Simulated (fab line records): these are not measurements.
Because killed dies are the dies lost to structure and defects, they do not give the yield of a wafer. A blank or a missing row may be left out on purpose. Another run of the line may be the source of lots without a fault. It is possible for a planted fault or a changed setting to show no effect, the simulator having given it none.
The tool behind it: which one? ; flow gf180mcu ; 18 wafers from 6 lots sampled at 2 of the route's 602 steps

WHAT EACH GAUGE READ, for each wafer
GF_HV_LDD_THK_MEAS_57.
lot;measured;on;HV_LDD_CVD_56_THK (nm)
L765;day 14 07:29;film metro-03;90.4 89.3 90.4
L768;day 15 10:34;film metro-04;89.7 90.0 88.0
L770;day 16 02:29;film metro-04;98.0 98.1 97.5
L778;day 18 19:10;film metro-02;89.9 91.2 91.0
L780;day 20 06:53;film metro-04;89.5 89.4 89.1
L782;day 20 23:17;film metro-03;89.4 89.5 89.5

EACH LOT AND THE TOOL THAT RAN IT (in order: tool; ch and the chambers of the sampled wafers; start)
lot;GF_HV_LDD_CVD_56
L765;lpcvd-01 ch 1, day 14 06:04
L768;lpcvd-01 ch 1, day 15 09:08
L770;lpcvd-01 ch 0, day 16 01:02
L778;lpcvd-02 ch 0, day 18 17:44
L780;lpcvd-02 ch 0, day 20 05:27
L782;lpcvd-01 ch 0, day 20 21:08
- GF_HV_LDD_CVD_56: deposits Si3N4 from DCS/NH3, target thk 90 nm, time 1543 s.

THE ANSWER, worked out from the rows above alone
Rule: the usual values come from the lots themselves. Put in order of their means at a reading, lots are off if they are a third of the lots or fewer, leave a main group of 4 or more, and stand apart from it by a gap of 3 or more times the standard deviation of the main group's means; of several such gaps the widest counts. Not used: any main group whose means are identical at the precision the tables above print for the reading. A lot without any number at a reading at which 4 lots or more have one is off too. Any other lot the step has rows for is counted as sound.
Off: at GF_HV_LDD_THK_MEAS_57 (HV_LDD_CVD_56_THK), L770. The main group has a mean of 89.8 nm with a standard deviation of 0.55.
A tool fits if, at a process step before that reading, it ran every lot that is off, and no sound lot after the first of them. The gauges at GF_HV_LDD_THK_MEAS_57 are tried like those tools. Not one of the candidates tried fits.

WHAT HAD BEEN PUT IN BY THE SIMULATOR
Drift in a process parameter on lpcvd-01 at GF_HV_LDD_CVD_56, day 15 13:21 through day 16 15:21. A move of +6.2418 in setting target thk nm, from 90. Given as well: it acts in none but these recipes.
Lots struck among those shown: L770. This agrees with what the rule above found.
